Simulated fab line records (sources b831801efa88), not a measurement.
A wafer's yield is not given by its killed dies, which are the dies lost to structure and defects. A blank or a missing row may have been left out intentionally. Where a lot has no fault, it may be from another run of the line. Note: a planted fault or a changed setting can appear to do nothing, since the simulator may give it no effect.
Chamber matching :: flow sky130 :: 4 sister chambers for SKY_POLY_GATE_ETCH_17 on rie-si-01
The step etches poly-Si in HBr/Cl2, stops on SiO2, target depth 180 nm, time 70.5 s. 8 wafers are shown with their chamber, then 8 later ones without.

== WAFERS PAIRED WITH THEIR CHAMBERS ==
wafer: L546.2
chamber: 0
drypump-motor-current-A (A): 6.3
he-backside-leak-sccm (sccm): 2.44

wafer: L548.2
chamber: 0
drypump-motor-current-A (A): 6.3
he-backside-leak-sccm (sccm): 2.41

wafer: L548.3
chamber: 3
drypump-motor-current-A (A): 4.8
he-backside-leak-sccm (sccm): 2.30

wafer: L548.4
chamber: 1
drypump-motor-current-A (A): 5.9
he-backside-leak-sccm (sccm): 2.56

wafer: L554.3
chamber: 2
drypump-motor-current-A (A): 5.8
he-backside-leak-sccm (sccm): 2.86

wafer: L554.5
chamber: 2
drypump-motor-current-A (A): 5.7
he-backside-leak-sccm (sccm): 2.79

wafer: L554.6
chamber: 1
drypump-motor-current-A (A): 5.9
he-backside-leak-sccm (sccm): 2.43

wafer: L556.1
chamber: 3
drypump-motor-current-A (A): 4.8
he-backside-leak-sccm (sccm): 2.46

== WAFERS WITHOUT THEIR CHAMBER ==
wafer: L556.2
drypump-motor-current-A (A): 5.8
he-backside-leak-sccm (sccm): 2.74

wafer: L556.6
drypump-motor-current-A (A): 6.3
he-backside-leak-sccm (sccm): 2.45

wafer: L565.1
drypump-motor-current-A (A): 4.8
he-backside-leak-sccm (sccm): 2.44

wafer: L565.2
drypump-motor-current-A (A): 6.3
he-backside-leak-sccm (sccm): 2.37

wafer: L565.4
drypump-motor-current-A (A): 5.8
he-backside-leak-sccm (sccm): 2.75

wafer: L567.1
drypump-motor-current-A (A): 5.9
he-backside-leak-sccm (sccm): 2.27

wafer: L567.2
drypump-motor-current-A (A): 5.8
he-backside-leak-sccm (sccm): 2.60

wafer: L567.5
drypump-motor-current-A (A): 6.3
he-backside-leak-sccm (sccm): 2.51

== WHICH CHAMBER EACH WENT THROUGH ==
wafer: L556.2
from the rows above: 2
in truth: 2

wafer: L556.6
from the rows above: 0
in truth: 0

wafer: L565.1
from the rows above: 3
in truth: 3

wafer: L565.2
from the rows above: 0
in truth: 0

wafer: L565.4
from the rows above: 2
in truth: 2

wafer: L567.1
from the rows above: 1
in truth: 1

wafer: L567.2
from the rows above: can't be placed: 1 or 2
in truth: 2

wafer: L567.5
from the rows above: 0
in truth: 0
Correctly placed: 7 of 8. Cannot be placed on the basis of these rows: 1; the candidates contain the true chamber in 1. 0 placed wrongly.
How it was worked out, from the rows above alone: a wafer's distance from a chamber is the root of the sum, over the readings, of the square of ((its reading less the chamber's mean) divided by the reading's scatter). The wafer belongs to the nearest chamber; if the next one is less than 2 further off, it can't be placed. The mean given for a chamber averages the wafers shown for that chamber. How the scatter is found: for the shown wafers, subtract from each reading the mean of its chamber, square and add these, divide the total by (wafers less chambers), then take the root.
